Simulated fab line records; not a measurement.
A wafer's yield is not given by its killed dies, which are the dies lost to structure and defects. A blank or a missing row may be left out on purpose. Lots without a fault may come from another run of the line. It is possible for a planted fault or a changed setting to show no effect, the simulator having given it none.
8D (eight disciplines) problem report, filled in by code | flow sky130 | the parts of the form that need people (team, actions taken, sign-off) are left out

## 1. PROBLEM STATEMENT
At SKY_PAD_OPEN_PROBE_99, killed-at-other averages 37.5 over 4 wafers from 2 lots, while fault-free wafers read 0.2, standard deviation 0.49. Relative to the usual mean, that is a shift of +76 standard deviations.
Seen first at day 48 00:56 on prober-01, wafer L212.1. Wafers with a number at this step in the record: 6, from 2 lots. Rule for "out", or "out of limits": more than 4 standard deviations from the usual mean. The other wafers with a number count as sound.

## 2. WHAT IT IS, WHAT IT ISN'T
question                    | is                             | is not
which readings at this step | killed-at-other                | killed_at_M0_to_M3, killed_at_M4_up, killed-at-contacts, killed-at-front-end, killed-open
which lots                  | L212, L214                     | -
which wafers of those lots  | L212.1, L212.6, L214.2, L214.6 | L212.3, L214.5
read on which tools         | prober-01, prober-02           | -
when                        | from day 48 00:56              | up to then (0 sound wafers); but 2 sound wafers of L212, L214 came after

## 3. THE SUSPECTS, EACH WITH WHAT RULES IT OUT
Counting: any tool at a process step up to the reading remains a suspect provided it ran every lot that is out. Sound lots after the first of them don't rule it out here, since some wafers of a struck lot are sound.
- rie-metal-01 at SKY_METAL5_DESCUM_14 (chemistry O2, time 11 s): kept. It ran every lot that is out, first L212 (day 46 02:14).
- pecvd-03 at SKY_PASSIVATION_CVD_00 (deposits SiO2, target thk 90 nm): kept. It ran every lot that is out, first L212 (day 46 03:07).
- pecvd-02 at SKY_PASSIVATION_CVD_02 (deposits Si3N4, target thk 540 nm): kept. It ran every lot that is out, first L212 (day 46 03:11).
- pecvd-03, SKY_PASSIVATION_CVD_00: wafers that are out in chamber 0, sound lot-mates in chambers 1, 2.
Left after counting: rie-metal-01 at SKY_METAL5_DESCUM_14, pecvd-03 at SKY_PASSIVATION_CVD_00, pecvd-02 at SKY_PASSIVATION_CVD_02.

## 4. THE CAUSE (what the simulator had put in)
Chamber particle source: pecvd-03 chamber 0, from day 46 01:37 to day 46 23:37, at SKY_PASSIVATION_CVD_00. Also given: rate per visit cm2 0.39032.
3 suspects survive the count, and this tool is in that group.

## 5. THE CHAIN OF EFFECTS, in route order
Each row: a reading whose mean over the struck wafers that have a number lies more than 3 standard deviations from the usual. Only readings whose record carries a usual standard deviation are examined. hours: median over the lots of the time between each lot's start at the first step of this table that gives one and its start at this step. sigmas: the change, counted in usual standard deviations.
hours | step                  | reading              | usual  | on struck wafers | change | sigmas
0     | SKY_PAD_OPEN_PROBE_99 | defect-limited-yield | 82.7 % | 76.4             | -6.3   | -3.3
0     | SKY_PAD_OPEN_PROBE_99 | killed-at-other      | 0.2    | 37.5             | +37.3  | +76
0     | SKY_PAD_OPEN_PROBE_99 | killed-dies          | 85     | 116              | +31    | +3.4
0     | SKY_PAD_OPEN_PROBE_99 | sort_bin_5_function  | 10.3 % | 14.9             | +4.6   | +3.3
0     | SKY_PAD_OPEN_PROBE_99 | sort-n-pass          | 407    | 376              | -31    | -3.4
0     | SKY_PAD_OPEN_PROBE_99 | sort-yield-pct       | 82.7 % | 76.4             | -6.3   | -3.3
The process steps in it:
- SKY_PAD_OPEN_PROBE_99

## 6. WHAT WOULD HAVE CAUGHT IT SOONER
47 hours passed between the start of the fault at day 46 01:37 and the first reading out of limits in this record, taken at day 48 00:56.
Of the tool readings at SKY_PASSIVATION_CVD_00 for which the record gives a usual standard deviation, none was out on any struck wafer, so an alarm limit of 4 standard deviations on them would not have fired.
By day 48 00:56, every lot that is out (2) had started SKY_PASSIVATION_CVD_00 on pecvd-03. Tool hold at that time: it would have spared none of them.
